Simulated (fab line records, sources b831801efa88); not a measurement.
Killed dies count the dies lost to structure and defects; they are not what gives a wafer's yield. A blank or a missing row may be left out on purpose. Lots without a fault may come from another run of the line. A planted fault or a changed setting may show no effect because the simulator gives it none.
fab line records	flow sky130	part 1 of 2: steps 1 to 43 of 44
record: lots: 6	wafers: 18	last_day: 50
route steps=708 shown VIA2@522 METAL3@532 CAPM@537 PAD_OPEN@708
lots that met no fault: from a run of the same line without faults
start_h: start of the lot's first displayed wafer, in hours after the record's first day	wait_h: hours elapsed since this lot's preceding step	" repeats the value in the row above	L1.1+2: one row covering several wafers at once	- either no value or no given start	* or withheld: withheld	< > ~ a bound
route shown NAME@n: NAME is a module with steps in the file, n the number in the route of the first one	usual: the fault-free wafers' mean and standard deviation	same: alike in all rows	chamber/n: place in a boat	sites: each site's reading	_std_site: their standard deviation	_edge_site: inner sites' mean taken away from outer sites' mean	radius_mm: for every site, how far away it sits from the centre of the wafer	mask NAME#n: copy n	behind: the last tool/chamber to shape the wafer	hold: why the lot was held/for how many hours/how that ended	device: names the non-switching transistor (n, p or np)	end of line: at the end of the route, the tests of the same wafers	step lacking rows: just its recipe	killed: count of dies lost to structure and defects at first sort (not the wafer's yield)	map: shows each die of a wafer: x if killed, . if not, _ if none is there
set.NAME: the setting that was run; set.NAME@STEP: the one run at that earlier step	model.NAME: the simulator's own value behind a step, which no gauge read
a table for each step, a row for each wafer; lots at some steps of the route
services: a tool's chamber out of use, with start hour (start_h, from the record's first day; less than 0 if before it), hours out, and reason
== steps ==
step: SKY_VIA2_ETCH_15
recipe: target: SiO2	chemistry: C4F8/O2/Ar	target_depth_nm: 546	stop_on: TiN	mask_material: KrF-thick	source_w: 1500	bias_w: 1200	pressure_mtorr: 40	c4f8_flow_sccm: withheld	O2_flow_sccm: 6	Ar_flow_sccm: 300	time_s: 84
step: SKY_VIA2_STRIP_16
recipe: chemistry: O2/N2	power_w: 1400	pressure_mtorr: 1500	platen_temp_c: withheld	o2_flow_sccm: 3000	n2_flow_sccm: 300	overash_fraction: 0.5
step: SKY_VIA2_STRIP_17
recipe: chemistry: post_etch_residue_remover	time_s: 1200	temp_c: 72.5
step: SKY_VIA2_CLEAN_18
recipe: chemistry: IPA	time_s: 180	temp_c: 25
step: SKY_VIA2_CLEAN_19
recipe: chemistry: O3/DIW	dry: n2_spin
step: SKY_VIA2_SPUTTER_20
recipe: material: TiN	target_thk_nm: 20	chamber_pressure_pa: 5	power_w: 4000	time_s: 80
step: SKY_VIA2_CVD_21
recipe: material: W	target_thk_nm: 420	time_s: 126.4	temp_c: 400	pressure_torr: 40
usual: heater_power_w: 856/66
lot.wafer	tool	chamber	start_h	wait_h	heater_power_w	since_wet_clean_h
L831.1	cvd_w-01	1	918.94	0.0	743	1
L831.3	"	1	"	"	747	-
L831.4	"	0	"	"	769	-
L833.1	cvd_w-01	1	941.23	0.0	754	23
L833.4	"	1	"	"	746	-
L833.5	"	0	"	"	780	-
L835.1	cvd_w-02	0	952.85	0.0	916	549
L835.3	"	1	"	"	916	-
L835.6	"	1	"	"	909	-
L841.1	cvd_w-02	1	996.16	0.0	912	592
L841.2	"	0	"	"	908	592
L841.4	"	0	"	"	910	-
L843.1	cvd_w-01	0	1009.03	0.0	788	91
L843.2	"	1	"	"	753	91
L843.3	"	1	"	"	746	-
L844.1	cvd_w-01	1	1010.51	0.0	757	93
L844.2	"	0	"	"	790	93
L844.6	"	1	"	"	745	-
step: SKY_VIA2_RS_MEAS_22
recipe: thk_meas_gauge: four-point-probe	reads: W_of_VIA2_CVD_21+TiN_of_VIA2_SPUTTER_20
usual: VIA2_W_RS: 0.272/0.0054
lot.wafer	tool	chamber	start_h	wait_h	VIA2_W_RS[ohm/sq]
L831.1	film_metro-03	-	919.07	0.1	0.271
L831.3	"	-	"	"	0.275
L831.4	"	-	"	"	0.276
L833.1	film_metro-03	-	941.36	0.1	0.271
L833.4	"	-	"	"	0.275
L833.5	"	-	"	"	0.277
L835.1	film_metro-04	-	952.98	0.1	0.272
L835.3	"	-	"	"	0.262
L835.6	"	-	"	"	0.261
L841.1	film_metro-01	-	996.29	0.1	0.263
L841.2	"	-	"	"	0.273
L841.4	"	-	"	"	0.272
L843.1	film_metro-04	-	1009.16	0.1	0.276
L843.2	"	-	"	"	0.270
L843.3	"	-	"	"	0.268
L844.1	film_metro-03	-	1010.64	0.1	0.276
L844.2	"	-	"	"	0.279
L844.6	"	-	"	"	0.271
step: SKY_VIA2_THK_MEAS_23
recipe: thk_meas_gauge: xrf	reads: W_of_VIA2_CVD_21
usual: VIA2_W_THK: 413/8.1
lot.wafer	tool	chamber	start_h	wait_h	VIA2_W_THK[nm]
L831.1	film_metro-03	-	919.19	0.1	423
L831.3	"	-	"	"	421
L831.4	"	-	"	"	419
L833.1	film_metro-03	-	941.48	0.1	420
L833.4	"	-	"	"	412
L833.5	"	-	"	"	410
L835.1	film_metro-04	-	953.10	0.1	413
L835.3	"	-	"	"	427
L835.6	"	-	"	"	429
L841.1	film_metro-01	-	996.41	0.1	424
L841.2	"	-	"	"	411
L841.4	"	-	"	"	409
L843.1	film_metro-04	-	1009.28	0.1	407
L843.2	"	-	"	"	418
L843.3	"	-	"	"	419
L844.1	film_metro-03	-	1010.76	0.1	410
L844.2	"	-	"	"	405
L844.6	"	-	"	"	418
step: SKY_VIA2_CMP_24
recipe: stop_on: SiO2	t_overpolish_s: 20	down_force_psi: 3.5	platen_rpm: 60	target_thk_nm: 0	pad_velocity_m_s: 0.94248
step: SKY_METAL3_SPUTTER_00
recipe: material: Ti	target_thk_nm: 15	power_w: 3000	time_s: 10	chamber_pressure_pa: 0.4
usual: cathode_dc_power_W: 3000.0/0.56	chamber_pressure_pa: 0.4000/0.00086	throttle_valve_pct: 30.2/1.2
lot.wafer	tool	chamber	start_h	wait_h	cathode_dc_power_W	chamber_pressure_pa	throttle_valve_pct
L831.1	pvd_sputter-02	-	919.55	0.1	2999.1	0.4002	30.8
L831.3	"	-	"	"	3000.6	0.4017	28.9
L831.4	"	-	"	"	3000.2	0.4013	29.0
L833.1	pvd_sputter-02	-	941.84	0.2	3000.5	0.3998	29.0
L833.4	"	-	"	"	3000.4	0.3989	29.1
L833.5	"	-	"	"	3000.5	0.3997	29.1
L835.1	pvd_sputter-01	-	953.46	0.2	3000.6	0.3991	32.0
L835.3	"	-	"	"	2999.7	0.3992	31.2
L835.6	"	-	"	"	3000.5	0.4004	31.0
L841.1	pvd_sputter-02	-	996.77	0.1	3000.2	0.3994	29.6
L841.2	"	-	"	"	2999.7	0.4005	29.2
L841.4	"	-	"	"	3000.9	0.3983	28.8
L843.1	pvd_sputter-02	-	1009.64	0.2	3000.2	0.3998	29.7
L843.2	"	-	"	"	2999.5	0.3996	29.1
L843.3	"	-	"	"	2998.7	0.4002	28.9
L844.1	pvd_sputter-01	-	1011.12	0.2	2999.6	0.4000	31.0
L844.2	"	-	"	"	2999.9	0.4002	31.5
L844.6	"	-	"	"	2999.7	0.4005	32.1
step: SKY_METAL3_SPUTTER_01
recipe: material: TiN	target_thk_nm: 20	power_w: 6500	time_s: 16.7	chamber_pressure_pa: 0.4
step: SKY_METAL3_SPUTTER_02
recipe: material: AlCu	target_thk_nm: 735	power_w: 10600	time_s: 39.1	chamber_pressure_pa: 0.4
usual: cathode_dc_power_W: 10600/2	chamber_pressure_pa: 0.3999/0.0008	throttle_valve_pct: 30.2/1.2
lot.wafer	tool	chamber	start_h	wait_h	cathode_dc_power_W	chamber_pressure_pa	throttle_valve_pct	model.AlCu_of_METAL3_SPUTTER_02.thk_nm
L831.1	pvd_sputter-02	-	919.60	0.0	10604	0.4002	30.8	721.3
L831.3	"	-	"	"	10598	0.3997	28.8	737.7
L831.4	"	-	"	"	10600	0.3982	29.1	737.5
L833.1	pvd_sputter-02	-	941.89	0.0	10602	0.3995	28.8	748.1
L833.4	"	-	"	"	10600	0.4009	29.3	753.3
L833.5	"	-	"	"	10599	0.3989	29.3	753.3
L835.1	pvd_sputter-01	-	953.51	0.0	10600	0.3995	31.7	733.9
L835.3	"	-	"	"	10598	0.3992	30.9	732.8
L835.6	"	-	"	"	10597	0.3995	31.3	732.5
L841.1	pvd_sputter-02	-	996.81	0.0	8222.5	0.3997	29.9	561.3
L841.2	"	-	"	"	8223.2	0.3992	29.4	571.9
L841.4	"	-	"	"	8223.8	0.3998	28.9	567.4
L843.1	pvd_sputter-02	-	1009.69	0.0	8220.7	0.4010	29.8	569.1
L843.2	"	-	"	"	8223.7	0.3994	28.8	569.7
L843.3	"	-	"	"	8219.9	0.4003	29.2	572.7
L844.1	pvd_sputter-01	-	1011.16	0.0	10600	0.4002	31.2	724.7
L844.2	"	-	"	"	10602	0.4005	31.7	733.9
L844.6	"	-	"	"	10604	0.4012	31.9	729.9
step: SKY_METAL3_SPUTTER_03
recipe: material: Ti	target_thk_nm: 5	power_w: 3000	time_s: 3.3	chamber_pressure_pa: 0.4
usual: cathode_dc_power_W: 3000.0/0.56	chamber_pressure_pa: 0.4000/0.00076	throttle_valve_pct: 30.2/1.2
lot.wafer	tool	chamber	start_h	wait_h	cathode_dc_power_W	chamber_pressure_pa	throttle_valve_pct
L831.1	pvd_sputter-02	-	919.64	0.0	2999.6	0.4003	30.7
L831.3	"	-	"	"	3000.1	0.3990	28.8
L831.4	"	-	"	"	3000.6	0.3993	28.8
L833.1	pvd_sputter-02	-	941.93	0.0	3000.3	0.3995	28.9
L833.4	"	-	"	"	2999.5	0.4002	29.2
L833.5	"	-	"	"	3000.6	0.4005	29.0
L835.1	pvd_sputter-01	-	953.55	0.0	3000.2	0.4010	32.0
L835.3	"	-	"	"	3000.1	0.3992	31.0
L835.6	"	-	"	"	3000.1	0.4003	31.4
L841.1	pvd_sputter-02	-	996.85	0.0	3000.1	0.4008	29.7
L841.2	"	-	"	"	3000.6	0.3986	29.1
L841.4	"	-	"	"	3000.2	0.4005	28.8
L843.1	pvd_sputter-02	-	1009.73	0.0	2999.8	0.4008	29.6
L843.2	"	-	"	"	2999.2	0.3995	28.7
L843.3	"	-	"	"	3001.0	0.4011	29.2
L844.1	pvd_sputter-01	-	1011.20	0.0	2998.9	0.3997	31.0
L844.2	"	-	"	"	3000.1	0.4009	31.4
L844.6	"	-	"	"	3000.7	0.3992	32.0
step: SKY_METAL3_SPUTTER_04
recipe: material: TiN	target_thk_nm: 70	power_w: 6500	time_s: 58.3	chamber_pressure_pa: 0.4
step: SKY_CAPM_CVD_00
recipe: material: SiO2	target_thk_nm: 15.5	temp_c: 400	time_s: withheld	rf_w: 450
step: SKY_CAPM_THK_MEAS_01
recipe: reads: SiO2_of_CAPM_CVD_00
usual: CAPM_CVD_00_THK: 15.56/0.28
lot.wafer	tool	chamber	start_h	wait_h	CAPM_CVD_00_THK[nm]
L831.1	film_metro-02	-	919.74	-	15.28
L831.3	"	-	"	"	15.74
L831.4	"	-	"	"	15.77
L833.1	film_metro-02	-	942.02	-	15.04
L833.4	"	-	"	"	15.14
L833.5	"	-	"	"	15.37
L835.1	film_metro-03	-	953.64	-	15.25
L835.3	"	-	"	"	14.99
L835.6	"	-	"	"	15.42
L841.1	film_metro-02	-	996.94	-	15.53
L841.2	"	-	"	"	15.14
L841.4	"	-	"	"	15.59
L843.1	film_metro-03	-	1009.83	-	15.76
L843.2	"	-	"	"	15.85
L843.3	"	-	"	"	15.90
L844.1	film_metro-03	-	1011.29	-	15.25
L844.2	"	-	"	"	15.06
L844.6	"	-	"	"	15.33
step: SKY_CAPM_SPUTTER_02
recipe: material: TiN	target_thk_nm: 200	temp_c: 300	power_w: 6500	time_s: 166.7	chamber_pressure_pa: 0.4
usual: cathode_dc_power_W: 6500.1/1.2	chamber_pressure_pa: 0.4000/0.00079	throttle_valve_pct: 29.4/0.98
lot.wafer	tool	chamber	start_h	wait_h	cathode_dc_power_W	chamber_pressure_pa	throttle_valve_pct
L831.1	pvd_sputter-04	-	919.80	0.1	6500.7	0.4001	30.7
L831.3	"	-	"	"	6499.1	0.4007	28.7
L831.4	"	-	"	"	6499.3	0.3991	30.2
L833.1	pvd_sputter-03	-	942.08	0.1	6500.7	0.3993	30.8
L833.4	"	-	"	"	6499.2	0.4006	30.1
L833.5	"	-	"	"	6500.0	0.3997	28.8
L835.1	pvd_sputter-02	-	953.70	0.1	6498.7	0.4002	29.7
L835.3	"	-	"	"	6499.6	0.3991	30.7
L835.6	"	-	"	"	6499.5	0.4006	30.6
L841.1	pvd_sputter-03	-	997.00	0.1	6500.9	0.4004	31.0
L841.2	"	-	"	"	6499.7	0.3999	28.9
L841.4	"	-	"	"	6501.3	0.4000	29.9
L843.1	pvd_sputter-04	-	1009.89	0.1	6499.4	0.3986	30.0
L843.2	"	-	"	"	6501.0	0.4004	30.6
L843.3	"	-	"	"	6499.3	0.4015	28.8
L844.1	pvd_sputter-02	-	1011.35	0.1	6499.4	0.3997	29.5
L844.2	"	-	"	"	6500.0	0.4001	30.7
L844.6	"	-	"	"	6498.8	0.4005	29.0
step: SKY_CAPM_RS_MEAS_03
recipe: thk_meas_gauge: four-point-probe	reads: TiN_of_CAPM_SPUTTER_02
usual: CAPM_TIN_RS: 6.90/0.088
lot.wafer	tool	chamber	start_h	wait_h	CAPM_TIN_RS[ohm/sq]
L831.1	film_metro-01	-	919.91	0.1	6.92
L831.3	"	-	"	"	6.96
L831.4	"	-	"	"	6.87
L833.1	film_metro-03	-	942.18	0.1	6.81
L833.4	"	-	"	"	6.80
L833.5	"	-	"	"	6.98
L835.1	film_metro-03	-	953.81	0.1	6.83
L835.3	"	-	"	"	6.93
L835.6	"	-	"	"	6.89
L841.1	film_metro-02	-	997.11	0.1	6.69
L841.2	"	-	"	"	7.02
L841.4	"	-	"	"	6.79
L843.1	film_metro-02	-	1010.00	0.1	6.95
L843.2	"	-	"	"	6.84
L843.3	"	-	"	"	6.87
L844.1	film_metro-01	-	1011.46	0.1	6.77
L844.2	"	-	"	"	6.81
L844.6	"	-	"	"	6.81
step: SKY_CAPM_THK_MEAS_04
recipe: thk_meas_gauge: xrf	reads: TiN_of_CAPM_SPUTTER_02
usual: CAPM_TIN_THK: 196/3.1
lot.wafer	tool	chamber	start_h	wait_h	CAPM_TIN_THK[nm]
L831.1	film_metro-01	-	920.03	0.1	195
L831.3	"	-	"	"	195
L831.4	"	-	"	"	197
L833.1	film_metro-03	-	942.30	0.1	200
L833.4	"	-	"	"	200
L833.5	"	-	"	"	195
L835.1	film_metro-03	-	953.93	0.1	198
L835.3	"	-	"	"	196
L835.6	"	-	"	"	198
L841.1	film_metro-02	-	997.23	0.1	201
L841.2	"	-	"	"	192
L841.4	"	-	"	"	197
L843.1	film_metro-02	-	1010.12	0.1	193
L843.2	"	-	"	"	197
L843.3	"	-	"	"	196
L844.1	film_metro-01	-	1011.58	0.1	200
L844.2	"	-	"	"	198
L844.6	"	-	"	"	199
step: SKY_CAPM_DEHYDRATE_05
recipe: temp_c: 200	time_s: 60
step: SKY_CAPM_HMDS_06
recipe: prime_time_s: 60	prime_temp_c: 120
step: SKY_CAPM_COAT_07
recipe: resist: NOVOLAK	spin_rpm: 3000	resist_thk_nm: 1140
step: SKY_CAPM_SOFTBAKE_08
recipe: temp_c: 90	time_s: 60	resist: NOVOLAK
step: SKY_CAPM_EXPOSE_09
recipe: mask_id: CAPM	na: 0.6	source_shape: conventional	sigma_outer: 0.6	polarization: unpolarized	target_cd_nm: 1000	dose_mj: 159
step: SKY_CAPM_PEB_10
recipe: temp_c: withheld	time_s: *	resist: NOVOLAK
step: SKY_CAPM_DEVELOP_11
recipe: resist: NOVOLAK	developer: TMAH	develop_time_s: 60	dev_temp_c: 23
step: SKY_CAPM_OVL_MEAS_12
usual: CAPM_OVL: 0.2/1.3
lot.wafer	tool	chamber	start_h	wait_h	CAPM_OVL[nm]
L831.1	overlay-02	-	945.29	0.1	0.1
L831.3	"	-	"	"	-2.2
L831.4	"	-	"	"	-0.1
L833.1	overlay-01	-	966.84	0.1	0.5
L833.4	"	-	"	"	1.2
L833.5	"	-	"	"	0.1
L835.1	overlay-02	-	978.47	0.1	-0.2
L835.3	"	-	"	"	-0.9
L835.6	"	-	"	"	0.0
L841.1	overlay-02	-	1020.62	0.1	-0.6
L841.2	"	-	"	"	0.3
L841.4	"	-	"	"	0.2
L843.1	overlay-01	-	1033.47	0.1	-0.1
L843.2	"	-	"	"	1.5
L843.3	"	-	"	"	-0.9
L844.1	overlay-02	-	1034.69	0.1	0.1
L844.2	"	-	"	"	0.9
L844.6	"	-	"	"	-0.5
step: SKY_CAPM_METAL_ETCH_13
recipe: target_depth_nm: 220	stop_on: SiO2	chemistry: Cl2/BCl3	target: TiN	pressure_mtorr: 10	icp_w: 900	bias_w: 48.5	Cl2_flow_sccm: 60	bcl3_flow_sccm: 30	time_s: 62.9
usual: bcl3_flow_sccm: 30.00/0.093	drypump_motor_current_A: 5.86/0.29	oes_product_au: 0.942/0.0082	throttle_valve_pct: 21.900/0.011
lot.wafer	tool	chamber	start_h	wait_h	bcl3_flow_sccm	drypump_motor_current_A	oes_product_au	rf_hours_counter_h	throttle_valve_pct
L831.1	rie_metal-01	1	945.33	0.0	29.95	5.74	0.949	6	21.896
L831.3	"	1	"	"	29.90	5.73	0.937	-	21.894
L831.4	"	0	"	"	29.87	5.65	0.950	-	21.900
L833.1	rie_metal-02	1	966.88	0.0	30.00	5.85	0.950	5	21.888
L833.4	"	1	"	"	29.89	5.88	0.946	-	21.888
L833.5	"	1	"	"	29.78	5.83	0.938	-	21.906
L835.1	rie_metal-02	0	978.50	0.0	30.05	6.26	0.948	14	21.916
L835.3	"	0	"	"	30.01	6.24	0.944	-	21.899
L835.6	"	0	"	"	29.95	6.25	0.942	-	21.898
L841.1	rie_metal-02	1	1020.65	0.0	29.97	5.83	0.963	7	21.879
L841.2	"	0	"	"	30.14	6.27	0.938	16	21.901
L841.4	"	0	"	"	30.00	6.28	0.951	-	21.903
L843.1	rie_metal-03	0	1033.50	0.0	30.06	6.20	0.938	22	21.914
L843.2	"	0	"	"	30.11	6.21	0.945	-	21.899
L843.3	"	0	"	"	30.09	6.20	0.948	-	21.917
L844.1	rie_metal-02	1	1034.73	0.0	30.05	5.86	0.948	8	21.878
L844.2	"	0	"	"	30.19	6.26	0.945	16	21.897
L844.6	"	0	"	"	30.12	6.28	0.957	-	21.901
step: SKY_CAPM_STRIP_14
recipe: chemistry: O2/N2	power_w: 1400	pressure_mtorr: 1500	platen_temp_c: withheld	o2_flow_sccm: 3000	n2_flow_sccm: 300	overash_fraction: 0.5
step: SKY_CAPM_STRIP_15
recipe: chemistry: post_etch_residue_remover	time_s: 1200	temp_c: 72.5
step: SKY_CAPM_CLEAN_16
recipe: chemistry: IPA	time_s: 180	temp_c: 25
step: SKY_CAPM_CLEAN_17
recipe: chemistry: O3/DIW	dry: n2_spin
step: SKY_METAL3_DEHYDRATE_05
recipe: temp_c: 200	time_s: 60
step: SKY_METAL3_HMDS_06
recipe: prime_time_s: 60	prime_temp_c: 120
step: SKY_METAL3_COAT_07
recipe: resist: BARC	temp_c: withheld	time_s: withheld	spin_rpm: 3000	resist_thk_nm: 60
step: SKY_METAL3_COAT_08
recipe: resist: KrF-thick	spin_rpm: 3000	resist_thk_nm: 1140
step: SKY_METAL3_SOFTBAKE_09
recipe: temp_c: 100	time_s: 90	resist: KrF-thick
step: SKY_METAL3_EXPOSE_10
recipe: mask_id: MM3	na: 0.68	source_shape: annular	sigma_inner: 0.4	sigma_outer: 0.8	target_cd_nm: 300	dose_mj: 28
step: SKY_METAL3_PEB_11
recipe: peb_temp_c: withheld	peb_time_s: withheld	resist: KrF-thick
step: SKY_METAL3_DEVELOP_12
recipe: develop_time_s: 60	resist: KrF-thick	dev_temp_c: 21
step: SKY_METAL3_CD_MEAS_13
recipe: target_cd_nm: 300
usual: cd_nm: 299.8/1.5
lot.wafer	tool	chamber	start_h	wait_h	cd_nm
L831.1	cd_sem-01	-	970.39	-	299.9
L831.3	"	-	"	"	300.4
L831.4	"	-	"	"	301.0
L833.1	cd_sem-02	-	992.49	-	302.1
L833.4	"	-	"	"	302.2
L833.5	"	-	"	"	301.6
L835.1	cd_sem-01	-	1002.74	-	296.9
L835.3	"	-	"	"	296.7
L835.6	"	-	"	"	295.7
L841.1	cd_sem-01	-	1043.99	-	300.4
L841.2	"	-	"	"	302.1
L841.4	"	-	"	"	299.6
L843.1	cd_sem-02	-	1056.79	-	301.4
L843.2	"	-	"	"	302.2
L843.3	"	-	"	"	300.8
L844.1	cd_sem-02	-	1058.64	-	301.4
L844.2	"	-	"	"	301.7
L844.6	"	-	"	"	301.8
step: SKY_METAL3_METAL_ETCH_18
recipe: target_depth_a: 8450	stop_on: SiO2	over_etch_frac: 0.3	time_s: 183.1	chemistry: Cl2/BCl3	resist_sidewall_deg: 88	pressure_mtorr: 10	icp_w: 900	bias_w: 48.5	Cl2_flow_sccm: 60	bcl3_flow_sccm: 30
usual: bcl3_flow_sccm: 30.02/0.085	drypump_motor_current_A: 5.8/0.46	oes_product_au: 0.868/0.0072	throttle_valve_pct: 22.264/0.0088
lot.wafer	tool	chamber	start_h	wait_h	bcl3_flow_sccm	drypump_motor_current_A	oes_product_au	rf_hours_counter_h	throttle_valve_pct
L831.1	rie_metal-03	0	970.70	0.0	29.89	6.3	0.858	18	22.264
L831.3	"	0	"	"	29.94	6.3	0.870	-	22.256
L831.4	"	1	"	"	29.91	5.4	0.869	-	22.258
L833.1	rie_metal-03	1	992.90	0.0	29.81	5.4	0.880	16	22.267
L833.4	"	0	"	"	30.05	6.3	0.876	-	22.259
L833.5	"	0	"	"	30.03	6.2	0.881	-	22.249
L835.1	rie_metal-04	0	1003.05	0.0	29.90	6.3	0.863	21	22.246
L835.3	"	1	"	"	30.07	5.2	0.866	-	22.268
L835.6	"	1	"	"	30.13	5.2	0.867	-	22.256
L841.1	rie_metal-02	0	1044.43	0.0	29.83	6.2	0.772	17	22.264
L841.2	"	1	"	"	30.07	5.8	0.775	9	22.268
L841.4	"	1	"	"	30.05	5.8	0.775	-	22.245
L843.1	rie_metal-04	1	1057.10	0.0	30.23	5.2	0.772	17	22.266
L843.2	"	0	"	"	30.16	6.3	0.774	1	22.264
L843.3	"	1	"	"	30.13	5.2	0.776	-	22.268
L844.1	rie_metal-04	0	1058.95	0.0	30.05	6.3	0.858	2	22.260
L844.2	"	1	"	"	30.01	5.2	0.862	17	22.252
L844.6	"	0	"	"	29.95	6.3	0.862	-	22.272
== key ==
first_sign: step: SKY_METAL3_SPUTTER_02	reading: cathode_dc_power_W	direction: down	sigmas: 99+	usual: 10600	struck: 8222.3
effect: step: SKY_METAL3_METAL_ETCH_18	reading: oes_product_au	direction: down	sigmas: 13	usual: 0.868	struck: 0.774
model_effect: step: SKY_METAL3_SPUTTER_02	value: AlCu_of_METAL3_SPUTTER_02.thk_nm	without: 733.6	struck: 568.7
model_effect: step: SKY_PAD_OPEN_PROBE_99	value: etest.met3.line_ohm_um	without: 0.143	struck: 0.1852
met_at SKY_METAL3_SPUTTER_02
struck_wafers L841.1,L841.2,L841.4,L843.1,L843.2,L843.3
onset_between 941.89 996.81
fault: kind: process_parameter_drift	tool: pvd_sputter-02	chamber: -	onset_h: 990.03	steps: SKY_METAL3_SPUTTER_02	channel: power_w	offset: *	shape: step	end_h: 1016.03	acts_in: *	stated: *
